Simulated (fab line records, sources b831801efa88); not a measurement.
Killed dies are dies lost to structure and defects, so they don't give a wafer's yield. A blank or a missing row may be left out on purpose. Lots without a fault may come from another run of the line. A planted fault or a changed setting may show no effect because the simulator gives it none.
Which tool did it? | flow gf180mcu | 13 lots, 39 wafers sampled, at 4 steps of a route of 602

WHAT THE GAUGES READ, wafer by wafer
GF_V5_CD_MEAS_14: target cd 260 nm.
lot  | measured     | on        | cd_nm (nm)
L908 | day 27 14:12 | cd_sem-02 | 259.2 258.6 260.7
L910 | day 28 04:13 | cd_sem-02 | 258.6 259.2 258.8
L912 | day 28 14:35 | cd_sem-01 | 258.9 259.6 260.5
L913 | day 28 19:05 | cd_sem-01 | 260.5 260.3 260.7
L916 | day 30 00:34 | cd_sem-02 | 260.8 261.0 259.8
L919 | day 30 19:21 | cd_sem-02 | 259.8 260.1 258.7
L922 | day 31 22:19 | cd_sem-02 | 262.0 260.4 260.8
L925 | day 32 07:13 | cd_sem-01 | 260.7 260.2 260.1
L927 | day 32 23:28 | cd_sem-02 | 259.3 259.6 260.1
L929 | day 33 02:05 | cd_sem-02 | 257.6 258.4 256.0
L928 | day 33 03:47 | cd_sem-01 | 262.0 260.1 260.0
L930 | day 33 11:56 | cd_sem-01 | 258.7 259.1 259.3
L931 | day 33 17:13 | cd_sem-01 | 258.8 259.2 259.7

GF_TOP_METAL_THK_MEAS_06: measures by xrf.
lot  | measured     | on            | TOP_METAL_ALCU_THK (nm)
L908 | day 27 16:07 | film_metro-04 | 900 892 891
L910 | day 28 06:05 | film_metro-01 | 911 911 911
L912 | day 28 16:28 | film_metro-03 | 912 909 901
L913 | day 28 20:56 | film_metro-03 | 898 886 895
L916 | day 30 02:26 | film_metro-03 | 906 899 913
L919 | day 30 21:14 | film_metro-04 | 898 894 898
L922 | day 32 00:12 | film_metro-03 | 903 907 899
L925 | day 32 09:10 | film_metro-03 | 903 901 904
L927 | day 33 01:22 | film_metro-01 | 896 904 907
L929 | day 33 03:58 | film_metro-03 | 893 902 895
L928 | day 33 05:41 | film_metro-04 | 901 910 913
L930 | day 33 13:56 | film_metro-03 | 897 897 888
L931 | day 33 19:13 | film_metro-04 | 901 888 885

WHICH TOOL RAN EACH LOT (tool, then ch and the chambers of the sampled wafers, then the start)
lot  | GF_V5_SPUTTER_22             | GF_TOP_METAL_SPUTTER_01
L908 | pvd_sputter-04, day 27 15:08 | pvd_sputter-02, day 27 15:52
L910 | pvd_sputter-04, day 28 05:06 | pvd_sputter-01, day 28 05:50
L912 | pvd_sputter-01, day 28 15:30 | pvd_sputter-03, day 28 16:14
L913 | pvd_sputter-03, day 28 19:57 | pvd_sputter-01, day 28 20:41
L916 | pvd_sputter-04, day 30 01:27 | pvd_sputter-02, day 30 02:11
L919 | pvd_sputter-01, day 30 20:15 | pvd_sputter-03, day 30 20:59
L922 | pvd_sputter-04, day 31 23:13 | pvd_sputter-03, day 31 23:57
L925 | pvd_sputter-03, day 32 08:05 | pvd_sputter-03, day 32 08:50
L927 | pvd_sputter-04, day 33 00:23 | pvd_sputter-01, day 33 01:07
L929 | pvd_sputter-01, day 33 02:59 | pvd_sputter-02, day 33 03:43
L928 | pvd_sputter-01, day 33 04:42 | pvd_sputter-02, day 33 05:27
L930 | pvd_sputter-01, day 33 12:58 | pvd_sputter-03, day 33 13:42
L931 | pvd_sputter-03, day 33 18:14 | pvd_sputter-03, day 33 18:58
- GF_V5_SPUTTER_22: material TiN, target thk 10 nm, time 40 s.
- GF_TOP_METAL_SPUTTER_01: material TiN, target thk 30 nm, time 25 s.

WHAT THE TOOLS THEMSELVES READ (means of the sampled wafers that have a number; where no wafer has one, the mark that the record gives instead)
GF_V5_SPUTTER_22.
lot  | tool           | cathode_dc_power_W (W) | throttle_valve_pct (%)
L908 | pvd_sputter-04 | 4000.1                 | 29.0
L910 | pvd_sputter-04 | 3999.7                 | 29.3
L912 | pvd_sputter-01 | 4000.0                 | 30.4
L913 | pvd_sputter-03 | 3999.1                 | 29.5
L916 | pvd_sputter-04 | 4000.0                 | 28.5
L919 | pvd_sputter-01 | 4000.2                 | 30.6
L922 | pvd_sputter-04 | 3999.1                 | 29.1
L925 | pvd_sputter-03 | 3999.2                 | 29.9
L927 | pvd_sputter-04 | 4000.5                 | 29.2
L929 | pvd_sputter-01 | 3999.8                 | 29.8
L928 | pvd_sputter-01 | 4000.2                 | 28.7
L930 | pvd_sputter-01 | 3999.5                 | 31.0
L931 | pvd_sputter-03 | 3999.6                 | 29.2

GF_TOP_METAL_SPUTTER_01.
lot  | tool           | cathode_dc_power_W (W) | throttle_valve_pct (%)
L908 | pvd_sputter-02 | 6500.9                 | 31.2
L910 | pvd_sputter-01 | 6500.5                 | 29.6
L912 | pvd_sputter-03 | 6500.3                 | 29.0
L913 | pvd_sputter-01 | 6499.2                 | 29.2
L916 | pvd_sputter-02 | 6905.3                 | 30.9
L919 | pvd_sputter-03 | 6499.9                 | 29.5
L922 | pvd_sputter-03 | 6499.0                 | 30.0
L925 | pvd_sputter-03 | 6500.2                 | 29.9
L927 | pvd_sputter-01 | 6500.5                 | 28.3
L929 | pvd_sputter-02 | 6499.4                 | 30.6
L928 | pvd_sputter-02 | 6501.3                 | 31.0
L930 | pvd_sputter-03 | 6501.0                 | 28.8
L931 | pvd_sputter-03 | 6500.0                 | 29.0

THE ANSWER, worked out from the rows above alone
Rule: what is usual is taken from the lots themselves. Put in order of their means at a reading, lots are off if they are a third of the lots or fewer, leave a main group of 4 or more, and stand apart from it by a gap of 3 or more times the standard deviation of the main group's means; of several such gaps the widest counts. A main group whose means are all the same, to the digits that the tables above print for the reading, isn't used. A lot without any number at a reading at which 4 lots or more have one is off too. The other lots that the step has rows for count as sound. The gauges are gone through in route order, then the tools' own readings, and for those a lot's mean is taken as printed above. The first step at which some lot is off is used, and at that step the reading that is off furthest; a lot without a number counts as furthest.
Off: L916, at GF_TOP_METAL_SPUTTER_01 (cathode_dc_power_W). The main group: mean 6500.2 W, standard deviation 0.69.
A tool fits if, at that step or a process step before it, it ran every lot that is off, and no sound lot after the first of them. None of those tried fits.

WHAT THE SIMULATOR HAD PUT IN
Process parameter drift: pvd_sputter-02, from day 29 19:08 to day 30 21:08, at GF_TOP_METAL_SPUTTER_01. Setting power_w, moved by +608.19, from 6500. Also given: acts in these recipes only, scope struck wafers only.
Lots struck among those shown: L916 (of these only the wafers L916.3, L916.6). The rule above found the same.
